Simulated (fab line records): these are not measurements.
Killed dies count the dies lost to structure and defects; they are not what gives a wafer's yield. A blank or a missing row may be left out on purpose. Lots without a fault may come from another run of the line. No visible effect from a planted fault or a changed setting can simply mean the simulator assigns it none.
Matching of chambers + flow sky130 + rieDiel-04 running SKY_LI_CONTACT_ETCH_15: 4 sister chambers
The step etches PSG in C4F8/O2/Ar, stops on Si, target depth 600 nm. 14 wafers are shown with their chamber, then 7 later ones without.

## WAFERS, EACH WITH ITS CHAMBER
| wafer  | chamber | chamberPressureMTorr (mTorr) | oesProductAu (a.u.) | biasW (W) |
|--------|---------|------------------------------|---------------------|-----------|
| L380.2 | 1       | 39.96                        | 0.835               | 1171      |
| L380.5 | 2       | 40.02                        | 0.841               | 1166      |
| L380.6 | 3       | 39.98                        | 0.844               | 1160      |
| L382.1 | 3       | 39.99                        | 0.840               | 1166      |
| L382.3 | 1       | 39.95                        | 0.846               | 1158      |
| L382.6 | 3       | 39.97                        | 0.839               | 1163      |
| L384.1 | 3       | 39.96                        | 0.836               | 1166      |
| L384.2 | 1       | 39.97                        | 0.835               | 1166      |
| L384.4 | 2       | 40.04                        | 0.832               | 1167      |
| L389.2 | 3       | 40.03                        | 0.844               | 1162      |
| L389.5 | 0       | 39.97                        | 0.833               | 1163      |
| L389.6 | 3       | 39.93                        | 0.840               | 1163      |
| L391.4 | 1       | 40.02                        | 0.842               | 1166      |
| L391.5 | 0       | 40.05                        | 0.839               | 1170      |

SIGNATURES (averages over the wafers above)
| reading              | chamber 0 | chamber 1 | chamber 2 | chamber 3 | scatter within a chamber |
|----------------------|-----------|-----------|-----------|-----------|--------------------------|
| chamberPressureMTorr | 40.0100   | 39.9750   | 40.0300   | 39.9767   | 0.0344                   |
| oesProductAu         | 0.83600   | 0.83950   | 0.83650   | 0.84050   | 0.00442                  |
| biasW                | 1166.50   | 1165.25   | 1166.50   | 1163.33   | 3.73                     |
Rule: distance of a wafer from a chamber = root of the sum over the readings of ((wafer's reading minus chamber's mean) / reading's scatter) squared. The wafer belongs to the nearest chamber; if the next one is less than 2 further off, it can't be placed. The scatter: the root of (the sum of the squares of (reading less its chamber's mean) over the shown wafers, divided by (wafers less chambers)).

## WAFERS WITH NO CHAMBER GIVEN
| wafer  | chamberPressureMTorr (mTorr) | oesProductAu (a.u.) | biasW (W) |
|--------|------------------------------|---------------------|-----------|
| L391.6 | 40.04                        | 0.844               | 1162      |
| L399.3 | 40.04                        | 0.833               | 1160      |
| L399.4 | 40.00                        | 0.832               | 1160      |
| L399.5 | 39.99                        | 0.839               | 1165      |
| L402.4 | 39.92                        | 0.837               | 1160      |
| L402.5 | 39.96                        | 0.833               | 1160      |
| L402.6 | 40.11                        | 0.835               | 1162      |

## EACH ONE'S CHAMBER
| wafer  | from the rows above               | in truth |
|--------|-----------------------------------|----------|
| L391.6 | can't be placed: 3 or 2 or 1 or 0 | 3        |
| L399.3 | can't be placed: 2 or 0 or 3 or 1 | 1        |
| L399.4 | can't be placed: 0 or 2 or 3 or 1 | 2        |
| L399.5 | can't be placed: 1 or 3 or 0 or 2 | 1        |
| L402.4 | can't be placed: 3 or 1 or 0 or 2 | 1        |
| L402.5 | can't be placed: 3 or 1 or 0 or 2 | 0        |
| L402.6 | can't be placed: 2 or 0 or 3 or 1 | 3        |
0 of 7 placed correctly. These rows do not allow placing 7 (true chamber among the candidates in 7). 0 placed wrongly.
